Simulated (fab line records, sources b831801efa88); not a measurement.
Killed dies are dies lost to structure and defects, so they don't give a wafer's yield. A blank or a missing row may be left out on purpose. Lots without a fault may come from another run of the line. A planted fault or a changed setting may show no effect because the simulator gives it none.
Which tool did it? | flow sky130 | 11 lots, 33 wafers sampled, at 2 steps of a route of 708

WHAT THE GAUGES READ, wafer by wafer
SKY_SONOS_ONO_THK_MEAS_05.
lot  | measured     | on            | SONOS_ONO_CVD_04_THK (nm)
L393 | day 11 19:27 | film_metro-03 | 5.71 5.67 5.72
L394 | day 12 03:40 | film_metro-01 | 5.64 5.70 5.73
L395 | day 12 16:33 | film_metro-01 | 5.53 5.58 5.49
L396 | day 12 22:49 | film_metro-01 | 5.67 5.74 5.71
L397 | day 13 03:14 | film_metro-04 | 5.93 5.89 6.05
L398 | day 13 09:34 | film_metro-01 | 5.69 5.73 5.68
L402 | day 14 17:46 | film_metro-01 | 4.26 4.13 4.33 4.23 4.24 4.31
L403 | day 15 02:28 | film_metro-03 | 4.07 3.94 4.05 4.08 3.98 4.01
L411 | day 17 18:56 | film_metro-01 | 5.36 5.47 5.41
L412 | day 18 08:46 | film_metro-01 | 5.71 5.60 5.61
L413 | day 18 13:53 | film_metro-01 | 5.51 5.52 5.56

WHICH TOOL RAN EACH LOT (tool, then ch and the chambers of the sampled wafers, then the start)
lot  | SKY_SONOS_ONO_CVD_04
L393 | lpcvd-03 ch 1, day 11 18:12
L394 | lpcvd-03 ch 1, day 12 02:25
L395 | lpcvd-03 ch 1, day 12 15:16
L396 | lpcvd-03 ch 0, day 12 21:34
L397 | lpcvd-03 ch 1, day 13 01:57
L398 | lpcvd-03 ch 1, day 13 08:19
L402 | lpcvd-03 ch 1, day 14 16:29
L403 | lpcvd-03 ch 0, day 15 01:11
L411 | lpcvd-03 ch 0, day 17 17:41
L412 | lpcvd-03 ch 0, day 18 07:29
L413 | lpcvd-03 ch 1, day 18 12:37
- SKY_SONOS_ONO_CVD_04: deposits SiO2 from SiH4/N2O, target thk 5.7199 nm.

THE ANSWER, worked out from the rows above alone
Rule: what is usual is taken from the lots themselves. Put in order of their means at a reading, lots are off if they are a third of the lots or fewer, leave a main group of 4 or more, and stand apart from it by a gap of 3 or more times the standard deviation of the main group's means; of several such gaps the widest counts. A main group whose means are all the same, to the digits that the tables above print for the reading, isn't used. A lot without any number at a reading at which 4 lots or more have one is off too. The other lots that the step has rows for count as sound.
Off: L402, L403, at SKY_SONOS_ONO_THK_MEAS_05 (SONOS_ONO_CVD_04_THK). The main group: mean 5.65 nm, standard deviation 0.14.
A tool fits if, at a process step before that reading, it ran every lot that is off, and no sound lot after the first of them. The gauges at SKY_SONOS_ONO_THK_MEAS_05 are tried like those tools. None of those tried fits.

WHAT THE SIMULATOR HAD PUT IN
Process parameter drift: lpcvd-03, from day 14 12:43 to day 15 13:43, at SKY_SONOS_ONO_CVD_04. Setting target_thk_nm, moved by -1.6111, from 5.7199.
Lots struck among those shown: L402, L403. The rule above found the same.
